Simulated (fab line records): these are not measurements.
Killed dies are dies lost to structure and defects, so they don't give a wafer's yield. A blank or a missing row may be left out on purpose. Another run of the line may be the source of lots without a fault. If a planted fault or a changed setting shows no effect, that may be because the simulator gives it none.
fab line records	flow sky130
record lots=10	wafers=29	last_day=50
route steps=708 shown VT_ADJUST_HVTP@92 SONOS_ONO@181 METAL1@452 CAPM@539
lots that met no fault: from a run of the same line without faults
start_h: the number of hours between the record's first day and the start of the first shown wafer of the lot	wait_h: time in hours since the lot's previous step	" same as the row above	L1.1+2: a row that stands for several wafers	- value missing, or start not given	* or withheld: withheld	< > ~ a bound
route shown NAME@n: NAME is a module with steps in the file, n the number in the route of the first one	usual: mean/standard deviation taken from wafers without a fault	same: alike in all rows	chamber/n: place in a boat	sites: the reading at each site	_std_site: how widely they spread, as a standard deviation	_edge_site: mean of outer sites minus mean of inner sites	radius_mm: how far each site lies from the wafer's centre	mask NAME#n: copy n	behind: the tool/chamber that last shaped the wafer	hold: reason for holding the lot/hours on hold/outcome of the hold	device: whichever transistor did not switch (one of n, p or np)	end of line: the tests these same wafers got at the end of their route	a step without rows: its recipe alone	killed: at the first sort, the dies lost to defects and structure; wafer yield is something else	map: shows each die of a wafer: x if killed, . if not, _ if none is there
set.NAME: the setting the step ran with; set.NAME@STEP: the setting that earlier step ran with	model.NAME: the simulator's own value behind a step, which no gauge read
one table for each step of the route and one row for each wafer, over a sample of lots
services: from which hour (start_h, from the record's first day; less than 0 if before it) a tool's chamber was out of use, for how many hours, and why
## steps
# step SKY_VT_ADJUST_HVTP_CD_MEAS_07
# recipe target_cd_nm=380
# usual cd_nm=378.6/2.8
lot.wafer	tool	chamber	start_h	wait_h	cd_nm
L244.1	cd_sem-02	-	124.01	0.1	380.7
L244.3	"	-	"	"	378.8
L244.6	"	-	"	"	380.8
L245.2	cd_sem-01	-	134.78	0.1	381.3
L245.3	"	-	"	"	381.7
L245.6	"	-	"	"	381.1
L253.4	cd_sem-02	-	182.47	0.1	382.0
L253.5	"	-	"	"	378.3
L257.2	cd_sem-02	-	205.43	0.1	370.7
L257.4	"	-	"	"	371.7
L257.6	"	-	"	"	373.9
L260.1	cd_sem-02	-	225.93	0.1	385.7
L260.2	"	-	"	"	385.2
L260.4	"	-	"	"	383.5
L263.3	cd_sem-01	-	240.80	0.1	379.1
L263.4	"	-	"	"	377.8
L263.5	"	-	"	"	380.2
L264.1	cd_sem-02	-	250.26	0.1	381.3
L264.2	"	-	"	"	379.0
L264.4	"	-	"	"	378.7
L265.2	cd_sem-01	-	256.69	0.1	378.6
L265.3	"	-	"	"	380.5
L265.6	"	-	"	"	379.8
L266.1	cd_sem-01	-	261.31	0.1	378.1
L266.3	"	-	"	"	379.1
L266.5	"	-	"	"	379.0
L267.2	cd_sem-01	-	265.55	0.1	376.3
L267.3	"	-	"	"	377.2
L267.4	"	-	"	"	375.4
# step SKY_SONOS_ONO_CD_MEAS_13
# recipe target_cd_nm=410
# usual cd_nm=410.5/2.4
lot.wafer	tool	chamber	start_h	wait_h	cd_nm
L244.1	cd_sem-02	-	285.69	0.1	408.1
L244.3	"	-	"	"	409.1
L244.6	"	-	"	"	409.1
L245.2	cd_sem-02	-	301.15	0.1	412.4
L245.3	"	-	"	"	413.9
L245.6	"	-	"	"	411.2
L253.4	cd_sem-02	-	354.65	0.1	412.0
L253.5	"	-	"	"	412.7
L257.2	cd_sem-02	-	383.48	0.1	411.9
L257.4	"	-	"	"	411.6
L257.6	"	-	"	"	412.5
L260.1	cd_sem-01	-	409.07	0.1	411.3
L260.2	"	-	"	"	409.1
L260.4	"	-	"	"	411.9
L263.3	cd_sem-02	-	431.88	0.1	411.6
L263.4	"	-	"	"	409.1
L263.5	"	-	"	"	408.6
L264.1	cd_sem-02	-	443.04	0.1	410.8
L264.2	"	-	"	"	410.3
L264.4	"	-	"	"	410.5
L265.2	cd_sem-02	-	456.16	0.1	410.3
L265.3	"	-	"	"	411.0
L265.6	"	-	"	"	408.6
L266.1	cd_sem-02	-	459.69	0.1	414.1
L266.3	"	-	"	"	416.2
L266.5	"	-	"	"	415.5
L267.2	cd_sem-02	-	463.08	0.1	410.9
L267.3	"	-	"	"	411.9
L267.4	"	-	"	"	410.3
# step SKY_METAL1_ETCH_18
# recipe chemistry=N2/H2	target=BARC	ion_energy_ev=200	bias_w=100	pressure_mtorr=30	n2_flow_sccm=100	h2_flow_sccm=200	icp_w=500	stop_on=SiO2	time_s=45.9	target_depth_a=600
# usual drypump_motor_current_A=5.7/0.38	oes_product_au=0.856/0.0049	throttle_valve_pct=13.226/0.008
lot.wafer	tool	chamber	start_h	wait_h	drypump_motor_current_A	oes_product_au	rf_hours_counter_h	throttle_valve_pct
L244.1	rie_metal-01	1	777.10	0.0	5.2	0.868	6	13.225
L244.3	"	0	"	"	5.6	0.856	-	13.224
L244.6	"	1	"	"	5.2	0.861	-	13.234
L245.2	rie_metal-01	1	786.48	0.0	5.2	0.852	6	13.214
L245.3	"	1	"	"	5.2	0.857	-	13.217
L245.6	"	0	"	"	5.7	0.849	-	13.233
L253.4	rie_metal-02	0	840.97	0.0	5.7	0.860	-	13.225
L253.5	"	1	"	"	5.8	0.853	-	13.225
L257.2	rie_metal-01	1	862.50	0.0	5.2	0.856	9	13.235
L257.4	"	1	"	"	5.2	0.853	-	13.235
L257.6	"	0	"	"	5.6	0.851	-	13.231
L260.1	rie_metal-02	0	885.84	0.1	5.8	0.855	10	13.213
L260.2	"	0	"	"	5.7	0.855	-	13.228
L260.4	"	0	"	"	5.8	0.855	-	13.235
L263.3	rie_metal-04	0	907.05	0.1	6.5	0.854	-	13.211
L263.4	"	0	"	"	6.5	0.862	-	13.219
L263.5	"	0	"	"	6.5	0.846	-	13.216
L264.1	rie_metal-01	1	914.63	0.0	5.2	0.851	12	13.217
L264.2	"	0	"	"	5.7	0.853	9	13.237
L264.4	"	0	"	"	5.6	0.856	-	13.238
L265.2	rie_metal-01	0	926.61	0.0	5.7	0.866	10	13.225
L265.3	"	1	"	"	5.2	0.855	-	13.221
L265.6	"	1	"	"	5.2	0.850	-	13.220
L266.1	rie_metal-04	1	929.90	0.0	5.7	0.861	10	13.229
L266.3	"	0	"	"	6.5	0.858	-	13.224
L266.5	"	1	"	"	5.7	0.864	-	13.216
L267.2	rie_metal-04	1	933.83	0.0	5.7	0.863	10	13.221
L267.3	"	1	"	"	5.7	0.851	-	13.219
L267.4	"	0	"	"	6.4	0.856	-	13.223
# step SKY_CAPM_SPUTTER_02
# recipe material=TiN	target_thk_nm=200	temp_c=300	power_w=6500	time_s=166.7	chamber_pressure_pa=0.4
# usual cathode_dc_power_W=6500.0/1.2	throttle_valve_pct=30.0/0.94
lot.wafer	tool	chamber	start_h	wait_h	cathode_dc_power_W	throttle_valve_pct
L244.1	pvd_sputter-04	-	862.03	0.1	6501.2	28.2
L244.3	"	-	"	"	6497.4	30.1
L244.6	"	-	"	"	6503.9	30.2
L245.2	pvd_sputter-02	-	871.01	0.0	6500.5	28.7
L245.3	"	-	"	"	6499.2	31.4
L245.6	"	-	"	"	6497.3	28.7
L253.4	pvd_sputter-04	-	923.82	0.0	6498.6	30.7
L253.5	"	-	"	"	6499.1	30.2
L257.2	pvd_sputter-03	-	944.34	0.0	6499.2	31.5
L257.4	"	-	"	"	6498.5	30.2
L257.6	"	-	"	"	6501.0	29.0
L260.1	pvd_sputter-02	-	967.49	0.1	6498.8	31.6
L260.2	"	-	"	"	6499.4	30.3
L260.4	"	-	"	"	6501.8	30.9
L263.3	pvd_sputter-04	-	988.44	0.0	6500.4	28.5
L263.4	"	-	"	"	6500.4	30.4
L263.5	"	-	"	"	6500.1	28.5
L264.1	pvd_sputter-03	-	994.09	0.1	6499.4	29.2
L264.2	"	-	"	"	6501.4	29.6
L264.4	"	-	"	"	6500.4	31.5
L265.2	pvd_sputter-02	-	1005.70	0.0	6498.7	30.0
L265.3	"	-	"	"	6499.9	30.6
L265.6	"	-	"	"	6500.3	31.0
L266.1	pvd_sputter-03	-	1008.77	0.1	6499.8	29.8
L266.3	"	-	"	"	6500.7	28.9
L266.5	"	-	"	"	6502.5	29.5
L267.2	pvd_sputter-02	-	1013.21	0.0	6498.5	28.9
L267.3	"	-	"	"	6499.9	31.5
L267.4	"	-	"	"	6500.8	30.1
# step SKY_CAPM_RS_MEAS_03
# recipe thk_meas_gauge=four-point-probe	reads=TiN_of_CAPM_SPUTTER_02
# usual CAPM_TIN_RS=6.96/0.089
lot.wafer	tool	chamber	start_h	wait_h	CAPM_TIN_RS[ohm/sq]
L244.1	film_metro-01	-	862.14	0.1	7.07
L244.3	"	-	"	"	7.09
L244.6	"	-	"	"	6.94
L245.2	film_metro-02	-	871.14	0.1	6.82
L245.3	"	-	"	"	6.95
L245.6	"	-	"	"	6.70
L253.4	film_metro-01	-	923.99	0.1	6.57
L253.5	"	-	"	"	7.08
L257.2	film_metro-02	-	944.47	0.1	6.85
L257.4	"	-	"	"	7.08
L257.6	"	-	"	"	6.81
L260.1	film_metro-01	-	967.60	0.1	7.02
L260.2	"	-	"	"	6.97
L260.4	"	-	"	"	6.93
L263.3	film_metro-02	-	988.59	0.1	6.93
L263.4	"	-	"	"	6.95
L263.5	"	-	"	"	6.96
L264.1	film_metro-02	-	994.20	0.1	6.89
L264.2	"	-	"	"	7.05
L264.4	"	-	"	"	6.96
L265.2	film_metro-02	-	1005.83	0.1	6.94
L265.3	"	-	"	"	6.93
L265.6	"	-	"	"	6.86
L266.1	film_metro-02	-	1008.88	0.1	7.07
L266.3	"	-	"	"	6.85
L266.5	"	-	"	"	6.93
L267.2	film_metro-02	-	1013.34	0.1	6.75
L267.3	"	-	"	"	6.91
L267.4	"	-	"	"	6.99
# step SKY_CAPM_THK_MEAS_04
# recipe thk_meas_gauge=xrf	reads=TiN_of_CAPM_SPUTTER_02
# usual CAPM_TIN_THK=198.3/2.8
lot.wafer	tool	chamber	start_h	wait_h	CAPM_TIN_THK[nm]
L244.1	film_metro-01	-	862.26	0.1	195.2
L244.3	"	-	"	"	194.9
L244.6	"	-	"	"	199.6
L245.2	film_metro-02	-	871.25	0.1	203.4
L245.3	"	-	"	"	198.9
L245.6	"	-	"	"	205.9
L253.4	film_metro-01	-	924.08	0.1	209.5
L253.5	"	-	"	"	196.5
L257.2	film_metro-02	-	944.58	0.1	201.7
L257.4	"	-	"	"	195.8
L257.6	"	-	"	"	203.4
L260.1	film_metro-01	-	967.72	0.1	197.4
L260.2	"	-	"	"	199.8
L260.4	"	-	"	"	199.3
L263.3	film_metro-02	-	988.69	0.1	199.8
L263.4	"	-	"	"	199.0
L263.5	"	-	"	"	199.7
L264.1	film_metro-02	-	994.32	0.1	202.4
L264.2	"	-	"	"	196.2
L264.4	"	-	"	"	200.0
L265.2	film_metro-02	-	1005.94	0.1	199.9
L265.3	"	-	"	"	200.3
L265.6	"	-	"	"	201.2
L266.1	film_metro-02	-	1009.00	0.1	195.4
L266.3	"	-	"	"	202.3
L266.5	"	-	"	"	200.0
L267.2	film_metro-02	-	1013.45	0.1	204.6
L267.3	"	-	"	"	200.6
L267.4	"	-	"	"	198.1
# step SKY_CAPM_METAL_ETCH_13
# recipe target_depth_nm=220	stop_on=SiO2	chemistry=Cl2/BCl3	target=TiN	pressure_mtorr=10	icp_w=900	bias_w=48.5	Cl2_flow_sccm=60	bcl3_flow_sccm=30	time_s=62.9
# usual drypump_motor_current_A=5.9/0.36	oes_product_au=0.938/0.0083	throttle_valve_pct=21.904/0.0095
lot.wafer	tool	chamber	start_h	wait_h	drypump_motor_current_A	oes_product_au	rf_hours_counter_h	throttle_valve_pct
L244.1	rie_metal-03	0	887.81	0.0	5.4	0.930	17	21.908
L244.3	"	1	"	"	6.2	0.937	-	21.924
L244.6	"	1	"	"	6.2	0.938	-	21.900
L245.2	rie_metal-02	0	897.11	0.0	5.8	0.947	11	21.890
L245.3	"	0	"	"	5.8	0.937	-	21.913
L245.6	"	1	"	"	5.8	0.960	-	21.888
L253.4	rie_metal-02	1	949.04	0.0	5.8	0.962	-	21.872
L253.5	"	1	"	"	5.7	0.933	-	21.911
L257.2	rie_metal-04	0	969.28	0.0	6.5	0.936	5	21.889
L257.4	"	1	"	"	5.7	0.930	-	21.910
L257.6	"	0	"	"	6.5	0.944	-	21.901
L260.1	rie_metal-03	1	991.66	0.0	6.2	0.935	11	21.932
L260.2	"	0	"	"	5.3	0.938	0	21.914
L260.4	"	1	"	"	6.2	0.934	-	21.896
L263.3	rie_metal-02	1	1012.16	0.0	5.8	0.934	-	21.900
L263.4	"	0	"	"	5.8	0.942	-	21.911
L263.5	"	0	"	"	5.8	0.936	-	21.905
L264.1	rie_metal-02	1	1017.13	0.0	5.8	0.939	7	21.888
L264.2	"	0	"	"	5.8	0.928	17	21.912
L264.4	"	1	"	"	5.8	0.937	-	21.901
L265.2	rie_metal-02	1	1028.66	0.0	5.8	0.941	7	21.912
L265.3	"	0	"	"	5.7	0.935	-	21.911
L265.6	"	1	"	"	5.8	0.937	-	21.913
L266.1	rie_metal-02	0	1031.53	0.0	5.8	0.932	18	21.917
L266.3	"	0	"	"	5.8	0.948	-	21.901
L266.5	"	0	"	"	5.8	0.949	-	21.912
L267.2	rie_metal-04	1	1036.88	0.0	5.7	0.956	15	21.905
L267.3	"	0	"	"	6.4	0.935	-	21.902
L267.4	"	1	"	"	5.7	0.940	-	21.908
## services
tool	chamber	start_h	hours	kind
pvd_sputter-04	-	762.72	0.9	repair
rie_metal-02	-	815.71	0.5	repair
rie_metal-01	-	827.99	2.8	pm
pvd_sputter-03	-	835.46	3.0	repair
rie_metal-01	-	844.73	1.6	repair
pvd_sputter-03	-	855.34	1.8	repair
rie_metal-04	0	863.66	-	clean
rie_metal-04	0	863.66	17.2	scheduled_down
rie_metal-04	0	863.66	17.2	vent_cycle
rie_metal-02	1	868.60	-	clean
rie_metal-02	1	868.60	17.7	scheduled_down
rie_metal-02	1	868.60	17.7	vent_cycle
rie_metal-04	1	896.84	24.1	repair
rie_metal-04	-	937.36	1.5	repair
rie_metal-04	1	949.25	5.2	repair
pvd_sputter-04	-	950.52	1.9	repair
rie_metal-03	1	956.61	16.4	repair
rie_metal-04	-	966.36	0.9	repair
rie_metal-03	0	973.64	-	clean
rie_metal-03	0	973.64	15.7	scheduled_down
rie_metal-03	0	973.64	15.7	vent_cycle
pvd_sputter-04	-	993.66	4.9	repair
pvd_sputter-03	-	1019.12	0.8	repair
## key
first_sign step=SKY_CAPM_RS_MEAS_03	reading=CAPM_TIN_RS	direction=down	sigmas=4.3	usual=6.96	struck=6.57
effect step=SKY_CAPM_THK_MEAS_04	reading=CAPM_TIN_THK	direction=up	sigmas=4	usual=198.3	struck=209.5
met_at SKY_CAPM_SPUTTER_02
struck_lots L253
struck_wafers L253.4
not_acting_at SKY_VT_ADJUST_HVTP_CD_MEAS_07,SKY_SONOS_ONO_CD_MEAS_13,SKY_METAL1_ETCH_18
onset_between 862.03 923.82
fault kind=process_parameter_drift	tool=pvd_sputter-04	chamber=-	onset_h=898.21	steps=SKY_CAPM_SPUTTER_02	channel=target_thk_nm	offset=13.545	shape=step	end_h=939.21	scope=struck_wafers_only	acts_in=these_recipes_only	stated=200
